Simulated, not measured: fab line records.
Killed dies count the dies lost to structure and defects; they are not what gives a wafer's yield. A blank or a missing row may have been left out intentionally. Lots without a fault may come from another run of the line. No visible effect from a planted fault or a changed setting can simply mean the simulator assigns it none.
Chamber matching ; flow gf180mcu ; cmp-01 running GF_V5_CMP_26: 4 sister chambers
The step polishes, stops on SiO2, t overpolish 15 s, target thk 0 nm. 33 wafers are shown with their chamber, then 12 later ones without.

EACH WAFER AND ITS CHAMBER
wafer;chamber;motorCurrentA (A);timeToEndpointS (s);overpolishRunS (s)
L074.1;1;8.8;80;14.993
L074.3;0;10.9;80;15.001
L074.5;1;8.6;82;15.000
L075.2;2;10.4;80;15.002
L075.4;3;10.0;84;14.993
L075.5;3;10.2;82;15.010
L076.3;1;9.6;81;15.021
L076.5;0;11.5;84;15.003
L076.6;1;8.9;81;14.990
L077.1;1;9.2;78;15.001
L077.3;3;10.0;83;14.996
L077.5;3;10.4;87;15.001
L078.2;3;10.3;85;15.003
L078.3;1;9.4;83;14.987
L078.6;1;8.9;85;14.992
L079.3;2;10.7;86;14.983
L079.5;1;9.5;85;14.996
L079.6;0;11.3;87;15.005
L080.2;1;9.5;83;14.990
L080.4;3;10.1;86;15.008
L080.5;3;10.8;85;14.986
L082.2;1;9.1;82;15.011
L082.5;2;10.7;83;14.995
L082.6;1;8.5;85;14.991
L083.3;1;8.8;82;14.995
L083.4;3;10.5;87;14.999
L083.6;2;11.1;86;14.991
L084.2;3;10.7;86;14.983
L084.5;2;11.3;88;15.015
L084.6;1;9.1;82;14.987
L086.1;1;9.3;84;14.989
L086.2;2;10.2;87;15.000
L086.5;1;9.1;83;14.991

SIGNATURES (means of the wafers above)
reading;chamber 0;chamber 1;chamber 2;chamber 3;scatter within a chamber
motorCurrentA;11.233;9.087;10.733;10.333;0.337
timeToEndpointS;83.67;82.40;85.00;85.00;2.25
overpolishRunS;15.00300;14.99560;14.99767;14.99767;0.00933
Rule: for a wafer and a chamber, the distance is found by dividing, reading by reading, the gap between the wafer's reading and the chamber's mean by the reading's scatter, squaring, summing and taking the root. If the next closest chamber is less than 2 further off than the closest, the wafer can't be placed; otherwise it belongs to the closest. The scatter: take each reading less its chamber's mean, square it, sum over the shown wafers, divide by the number of wafers less the number of chambers, and take the root.

WAFERS MISSING THEIR CHAMBER
wafer;motorCurrentA (A);timeToEndpointS (s);overpolishRunS (s)
L088.1;8.9;80;15.012
L088.4;10.9;81;14.987
L088.5;9.3;83;14.982
L091.2;9.8;84;14.996
L091.4;9.3;81;15.007
L091.5;11.3;84;15.004
L093.1;9.6;84;14.999
L093.3;10.3;92;14.999
L093.6;10.3;90;14.995
L097.4;10.9;82;15.010
L097.5;11.5;78;15.005
L097.6;9.2;76;14.999

THE CHAMBER EACH PASSED THROUGH
wafer;from the rows above;in truth
L088.1;1;1
L088.4;can't be placed: 2 or 0 or 3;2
L088.5;can't be placed: 1 or 3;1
L091.2;can't be placed: 3 or 1 or 2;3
L091.4;1;1
L091.5;can't be placed: 0 or 2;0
L093.1;can't be placed: 1 or 3 or 2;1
L093.3;can't be placed: 3 or 2 or 0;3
L093.6;can't be placed: 3 or 2 or 0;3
L097.4;can't be placed: 0 or 2 or 3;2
L097.5;can't be placed: 0 or 2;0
L097.6;1;1
3 of 12 placed correctly. These rows do not allow placing 9 (true chamber among the candidates in 9). Placed wrongly: 0.
